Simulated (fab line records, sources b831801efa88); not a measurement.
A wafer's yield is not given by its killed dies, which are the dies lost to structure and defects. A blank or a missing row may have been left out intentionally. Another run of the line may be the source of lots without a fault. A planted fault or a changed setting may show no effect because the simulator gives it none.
fab line records | flow sky130
record: lots: 12 wafers: 36 last_day: 49
route steps=708 shown LI_CONTACT@381 LOCAL_INTERCONNECT@399 CONTACT@411 PAD_OPEN@708
lots that met no fault: taken from a fault-free run of the same line
start_h: hours from the record's opening day to when the first of the lot's shown wafers began | wait_h: hours elapsed since this lot's preceding step | " unchanged from the row above | L1.1+2: a single row standing in for several wafers | - value missing, or start not given | * or withheld: withheld | < > ~ a bound
route shown NAME@n: names a module that has steps shown in the file, with the first one's number in the route | usual: mean/standard deviation of fault-free wafers | same: alike in all rows | chamber/n: place in a boat | sites: per-site readings | _std_site: standard deviation across them | _edge_site: inner sites' mean taken away from outer sites' mean | radius_mm: for every site, how far away it sits from the centre of the wafer | mask NAME#n: copy n | behind: the last tool/chamber to shape the wafer | hold: why the lot went on hold/how many hours it stayed there/how the hold came to an end | device: names the non-switching transistor (n, p or np) | end of line: at the end of the route, the tests of the same wafers | a step given without rows: its recipe and nothing more | killed: dies that structure and defects cost at the first sort, which is not the same as the wafer's yield | map: the dies of a wafer, with x for killed, . for not killed, _ for no die there
set.NAME: the setting that was run; set.NAME@STEP: the one run at that earlier step | model.NAME: the simulator's own value behind a step, which no gauge read
one table for each step of the route and one row for each wafer, over a sample of lots
services: from which hour (start_h, from the record's first day; less than 0 if before it) a tool's chamber was out of use, for how many hours, and why
== steps ==
step: SKY_LI_CONTACT_SPUTTER_19
recipe: material: Ti target_thk_nm: 20 chamber_pressure_pa: 5 power_w: 2500 substrate_temp_c: 200 time_s: 106.37
usual: throttle_valve_pct: 30.1/0.96
columns lot.wafer tool chamber start_h wait_h throttle_valve_pct
L643.4 pvd_sputter-01 - 677.12 0.0 29.5
L643.5 " - " " 30.3
L643.6 " - " " 29.1
L644.3 pvd_sputter-03 - 705.07 0.0 30.5
L644.5 " - " " 32.1
L644.6 " - " " 30.3
L645.1 pvd_sputter-02 - 705.19 0.0 29.1
L645.3 " - " " 30.7
L645.4 " - " " 30.5
L646.2 pvd_sputter-01 - 706.26 0.0 30.1
L646.3 " - " " 29.6
L646.4 " - " " 28.8
L647.3 pvd_sputter-03 - 718.13 0.0 29.3
L647.4 " - " " 29.0
L647.6 " - " " 32.2
L648.1 pvd_sputter-01 - 725.62 0.0 30.4
L648.3 " - " " 29.0
L648.6 " - " " 29.5
L649.3 pvd_sputter-01 - 738.70 0.0 29.0
L649.4 " - " " 29.5
L649.6 " - " " 29.3
L650.4 pvd_sputter-02 - 741.20 0.0 30.6
L650.5 " - " " 29.0
L650.6 " - " " 29.5
L651.1 pvd_sputter-02 - 755.30 0.0 29.5
L651.2 " - " " 30.6
L651.4 " - " " 29.0
L655.3 pvd_sputter-01 - 788.65 0.0 29.4
L655.4 " - " " 28.9
L655.6 " - " " 29.5
L660.1 pvd_sputter-01 - 820.10 0.0 30.3
L660.3 " - " " 29.5
L660.5 " - " " 29.6
L661.2 pvd_sputter-03 - 824.75 0.0 29.1
L661.4 " - " " 30.6
L661.6 " - " " 30.3
step: SKY_LOCAL_INTERCONNECT_OVL_MEAS_12
usual: LOCAL_INTERCONNECT_OVL: 0/4.8
columns lot.wafer tool chamber start_h wait_h LOCAL_INTERCONNECT_OVL[nm]
L643.4 overlay-01 - 707.46 0.1 -10
L643.5 " - " " -1
L643.6 " - " " -10
L644.3 overlay-01 - 734.24 0.1 -8
L644.5 " - " " -2
L644.6 " - " " -1
L645.1 overlay-01 - 735.01 0.1 1
L645.3 " - " " -2
L645.4 " - " " -7
L646.2 overlay-02 - 735.52 0.1 -1
L646.3 " - " " 8
L646.4 " - " " 1
L647.3 overlay-02 - 746.67 0.1 1
L647.4 " - " " 7
L647.6 " - " " -1
L648.1 overlay-01 - 754.38 0.1 2
L648.3 " - " " -1
L648.6 " - " " 3
L649.3 overlay-01 - 766.47 0.1 -1
L649.4 " - " " 0
L649.6 " - " " -1
L650.4 overlay-01 - 769.13 0.1 -1
L650.5 " - " " -1
L650.6 " - " " 6
L651.1 overlay-02 - 782.73 0.1 5
L651.2 " - " " 7
L651.4 " - " " 1
L655.3 overlay-01 - 815.12 0.1 -6
L655.4 " - " " -4
L655.6 " - " " -7
L660.1 overlay-01 - 847.08 0.1 4
L660.3 " - " " 6
L660.5 " - " " 5
L661.2 overlay-02 - 852.30 0.1 1
L661.4 " - " " 9
L661.6 " - " " 2
step: SKY_LOCAL_INTERCONNECT_METAL_ETCH_14
recipe: target_depth_nm: 110 stop_on: PSG chemistry: Cl2/BCl3 target: TiN resist_sidewall_deg: 88 pressure_mtorr: 10 icp_w: 900 bias_w: 48.5 Cl2_flow_sccm: 60 bcl3_flow_sccm: 30 time_s: 31.4
usual: drypump_motor_current_A: 6.0/0.34 oes_product_au: 0.939/0.0068 run_length_s: 59.7/0.33 throttle_valve_pct: 21.902/0.01
columns lot.wafer tool chamber start_h wait_h drypump_motor_current_A oes_product_au rf_hours_counter_h run_length_s throttle_valve_pct
L643.4 rie_metal-04 1 707.55 0.0 5.4 0.943 - 60.0 21.910
L643.5 " 0 " " 5.9 0.942 - 59.6 21.904
L643.6 " 1 " " 5.5 0.930 - 60.2 21.886
L644.3 rie_metal-03 0 734.43 0.1 6.2 0.932 - 59.6 21.907
L644.5 " 0 " " 6.2 0.934 - 59.5 21.901
L644.6 " 0 " " 6.2 0.943 - 59.4 21.902
L645.1 rie_metal-01 1 735.11 0.0 6.4 0.933 2 60.3 21.905
L645.3 " 1 " " 6.4 0.945 - 59.9 21.905
L645.4 " 0 " " 6.4 0.946 - 59.5 21.913
L646.2 rie_metal-04 1 735.61 0.0 5.5 0.932 4 59.8 21.910
L646.3 " 1 " " 5.5 0.934 - 59.8 21.899
L646.4 " 0 " " 5.9 0.919 - 59.2 21.902
L647.3 rie_metal-04 0 746.78 0.0 5.9 0.937 - 59.3 21.911
L647.4 " 1 " " 5.5 0.938 - 60.2 21.910
L647.6 " 0 " " 5.9 0.936 - 59.2 21.908
L648.1 rie_metal-03 1 754.54 0.1 5.9 0.929 0 60.3 21.911
L648.3 " 1 " " 5.9 0.939 - 60.3 21.912
L648.6 " 1 " " 5.9 0.928 - 60.4 21.900
L649.3 rie_metal-04 1 766.58 0.0 5.5 0.935 - 59.6 21.918
L649.4 " 0 " " 5.9 0.941 - 59.5 21.903
L649.6 " 0 " " 5.9 0.934 - 59.3 21.898
L650.4 rie_metal-04 1 769.23 0.0 5.5 0.944 - 59.7 21.890
L650.5 " 0 " " 5.9 0.930 - 60.1 21.900
L650.6 " 1 " " 5.5 0.931 - 60.1 21.909
L651.1 rie_metal-03 1 782.83 0.0 5.9 0.940 2 60.5 21.894
L651.2 " 0 " " 6.2 0.941 0 59.5 21.892
L651.4 " 0 " " 6.2 0.940 - 59.8 21.900
L655.3 rie_metal-04 0 815.23 0.0 5.9 0.936 - 59.7 21.911
L655.4 " 1 " " 5.5 0.943 - 59.8 21.904
L655.6 " 0 " " 5.9 0.933 - 59.2 21.882
L660.1 rie_metal-04 1 847.18 0.0 5.5 0.840 8 66.0 21.943
L660.3 " 0 " " 5.9 0.930 - 59.4 21.911
L660.5 " 0 " " 6.0 0.941 - 59.5 21.917
L661.2 rie_metal-04 1 852.39 0.0 5.4 0.840 8 66.0 21.969
L661.4 " 0 " " 5.9 0.933 - 59.4 21.922
L661.6 " 1 " " 5.5 0.841 - 65.7 21.979
step: SKY_LOCAL_INTERCONNECT_STRIP_15
recipe: chemistry: O2/N2 power_w: 1400 pressure_mtorr: 1500 platen_temp_c: withheld o2_flow_sccm: 3000 n2_flow_sccm: 300 overash_fraction: 0.5
usual: drypump_motor_current_A: 5.68/0.2 oes_product_au: 0.425/0.0047 strip_time_to_endpoint_s: 4.683/0.019
columns lot.wafer tool chamber start_h wait_h drypump_motor_current_A oes_product_au rf_hours_counter_h strip_time_to_endpoint_s
L643.4 plasma_asher-04 0 707.62 0.1 5.83 0.418 - 4.666
L643.5 " 1 " " 5.55 0.430 - 4.700
L643.6 " 0 " " 5.87 0.424 - 4.687
L644.3 plasma_asher-04 1 734.53 0.1 5.56 0.427 - 4.683
L644.5 " 1 " " 5.50 0.426 - 4.701
L644.6 " 0 " " 5.83 0.426 - 4.687
L645.1 plasma_asher-03 1 735.16 0.0 5.64 0.430 86 4.658
L645.3 " 0 " " 5.64 0.431 - 4.684
L645.4 " 1 " " 5.68 0.430 - 4.630
L646.2 plasma_asher-04 1 735.66 0.0 5.54 0.428 62 4.687
L646.3 " 1 " " 5.47 0.418 - 4.678
L646.4 " 0 " " 5.81 0.421 - 4.674
L647.3 plasma_asher-04 1 746.84 0.1 5.51 0.427 - 4.665
L647.4 " 0 " " 5.85 0.424 - 4.650
L647.6 " 1 " " 5.50 0.426 - 4.708
L648.1 plasma_asher-04 0 754.64 0.1 5.82 0.421 64 4.687
L648.3 " 1 " " 5.51 0.423 - 4.674
L648.6 " 1 " " 5.53 0.429 - 4.681
L649.3 plasma_asher-03 0 766.64 0.1 5.68 0.436 - 4.698
L649.4 " 1 " " 5.64 0.423 - 4.727
L649.6 " 1 " " 5.67 0.427 - 4.732
L650.4 plasma_asher-04 1 769.29 0.1 5.52 0.427 - 4.665
L650.5 " 1 " " 5.53 0.431 - 4.718
L650.6 " 0 " " 5.83 0.423 - 4.668
L651.1 plasma_asher-04 0 782.88 0.0 5.86 0.429 67 4.693
L651.2 " 1 " " 5.54 0.426 67 4.688
L651.4 " 0 " " 5.85 0.427 - 4.674
L655.3 plasma_asher-04 0 815.30 0.1 5.83 0.427 - 4.687
L655.4 " 1 " " 5.55 0.428 - 4.675
L655.6 " 1 " " 5.53 0.430 - 4.716
L660.1 plasma_asher-03 0 847.23 0.0 5.70 0.419 95 4.580
L660.3 " 0 " " 5.69 0.430 - 4.711
L660.5 " 1 " " 5.72 0.429 - 4.699
L661.2 plasma_asher-04 0 852.44 0.0 5.90 0.416 76 4.584
L661.4 " 1 " " 5.55 0.425 - 4.662
L661.6 " 0 " " 5.87 0.418 - 4.573
step: SKY_CONTACT_BOW_MEAS_05
recipe: mode: bow
usual: CONTACT_BOW: 83/7.1
columns lot.wafer tool chamber start_h wait_h CONTACT_BOW[um]
L643.4 film_metro-01 - 708.81 0.3 86
L643.5 " - " " 74
L643.6 " - " " 88
L644.3 film_metro-01 - 735.70 0.3 90
L644.5 " - " " 86
L644.6 " - " " 84
L645.1 film_metro-02 - 736.32 0.2 81
L645.3 " - " " 81
L645.4 " - " " 81
L646.2 film_metro-01 - 736.88 0.2 87
L646.3 " - " " 100
L646.4 " - " " 95
L647.3 film_metro-03 - 747.97 0.2 76
L647.4 " - " " 78
L647.6 " - " " 87
L648.1 film_metro-01 - 755.76 0.1 73
L648.3 " - " " 79
L648.6 " - " " 72
L649.3 film_metro-01 - 767.82 0.1 77
L649.4 " - " " 89
L649.6 " - " " 87
L650.4 film_metro-01 - 770.47 0.3 78
L650.5 " - " " 78
L650.6 " - " " 82
L651.1 film_metro-01 - 784.00 0.1 86
L651.2 " - " " 78
L651.4 " - " " 87
L655.3 film_metro-02 - 816.45 0.1 76
L655.4 " - " " 85
L655.6 " - " " 95
L660.1 film_metro-03 - 848.48 0.1 92
L660.3 " - " " 91
L660.5 " - " " 64
L661.2 film_metro-01 - 853.57 0.2 75
L661.4 " - " " 79
L661.6 " - " " 79
step: SKY_PAD_OPEN_PROBE_99
usual: killed_at_M0_to_M3: 44/7.5 killed_at_M4_up: 3.1/1.7 killed_at_contacts: 24/6.2 killed_at_front_end: 15/4.2 killed_at_other: 0.4/0.58 killed_dies: 85/10 killed_open: 47/7.7 killed_short: 38/6.4
same: gross_dies: 492 killed_at_back_side: 0
columns lot.wafer tool chamber start_h wait_h killed_at_M0_to_M3 killed_at_M4_up killed_at_contacts killed_at_front_end killed_at_other killed_dies killed_open killed_short
L660.1 prober-01 - 1175.80 0.1 58 1 30 20 0 109 58 50
L660.3 prober-01 - 1175.90 0.2 37 5 20 12 0 74 33 41
L660.5 prober-01 - 1176.00 0.2 41 4 21 14 1 81 42 38
killed by level:class
L660.1 VIA1:geometric_particle:open=11 LI_CONTACT:geometric_particle:open=10 CONTACT:geometric_particle:open=10 METAL2:geometric_particle:short=10 METAL1:geometric_particle:short=8 VIA2:geometric_particle:open=8 VIA1:geometric_particle:short=6 FIELD_ISO:geometric_particle:short=5
L660.3 VIA1:geometric_particle:open=9 CONTACT:geometric_particle:open=5 CONTACT:geometric_particle:short=5 METAL1:geometric_particle:short=5 METAL2:geometric_particle:short=5 METAL4:geometric_particle:short=5 LI_CONTACT:geometric_particle:open=4 VIA3:geometric_particle:open=4
L660.5 VIA1:geometric_particle:open=11 LI_CONTACT:geometric_particle:open=7 CONTACT:geometric_particle:open=7 VIA2:geometric_particle:open=6 VIA2:geometric_particle:short=6 FIELD_ISO:geometric_particle:open=5 CONTACT:geometric_particle:short=5 VIA1:geometric_particle:short=5
== services ==
columns tool chamber start_h hours kind
pvd_sputter-03 - 655.88 2.1 repair
pvd_sputter-02 0 662.07 - consumable_replace:kit
pvd_sputter-02 0 662.07 18.0 scheduled_down
pvd_sputter-02 0 662.07 18.0 vent_cycle
rie_metal-01 - 665.81 0.5 repair
pvd_sputter-03 2 707.12 - consumable_replace:kit
pvd_sputter-03 2 707.12 18.0 scheduled_down
pvd_sputter-03 2 707.12 18.0 vent_cycle
rie_metal-03 1 721.76 - clean
rie_metal-03 1 721.76 20.5 scheduled_down
rie_metal-03 1 721.76 20.5 vent_cycle
plasma_asher-03 - 751.39 2.1 repair
rie_metal-03 0 754.35 - clean
rie_metal-03 0 754.35 24.3 scheduled_down
rie_metal-03 0 754.35 24.3 vent_cycle
pvd_sputter-01 3 754.39 - consumable_replace:kit
pvd_sputter-01 3 754.39 18.0 scheduled_down
pvd_sputter-01 3 754.39 18.0 vent_cycle
rie_metal-01 0 776.16 2.3 repair
plasma_asher-03 - 781.30 2.8 pm
rie_metal-01 0 789.25 6.7 repair
plasma_asher-03 - 789.63 17.3 repair
plasma_asher-03 - 817.75 1.3 repair
pvd_sputter-01 - 838.35 1.6 repair
== key ==
first_sign: step: SKY_LOCAL_INTERCONNECT_METAL_ETCH_14 reading: run_length_s direction: up sigmas: 19 usual: * struck: *
effect: step: SKY_LOCAL_INTERCONNECT_METAL_ETCH_14 reading: oes_product_au direction: down sigmas: 15 usual: 0.939 struck: 0.840
effect: step: SKY_LOCAL_INTERCONNECT_STRIP_15 reading: strip_time_to_endpoint_s direction: down sigmas: 5.6 usual: * struck: *
met_at SKY_LOCAL_INTERCONNECT_METAL_ETCH_14
struck_lots L660,L661
struck_wafers L660.1,L661.2,L661.6
tester_left_out L660,L661
not_acting_at SKY_LI_CONTACT_SPUTTER_19,SKY_LOCAL_INTERCONNECT_OVL_MEAS_12,SKY_CONTACT_BOW_MEAS_05
onset_between 815.23 847.18
fault: kind: process_parameter_drift tool: rie_metal-04 chamber: 1 onset_h: 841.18 steps: SKY_LOCAL_INTERCONNECT_METAL_ETCH_14 channel: time_s offset: * shape: step end_h: 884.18 acts_in: * stated: *
tester_left_out: of these lots the tester's yield and bins aren't shown, on N5 and GAA mostly nor the transistor test; their killed dies are dies lost to structure and defects alone, not to doping, threshold or leakage, so they don't give the yield
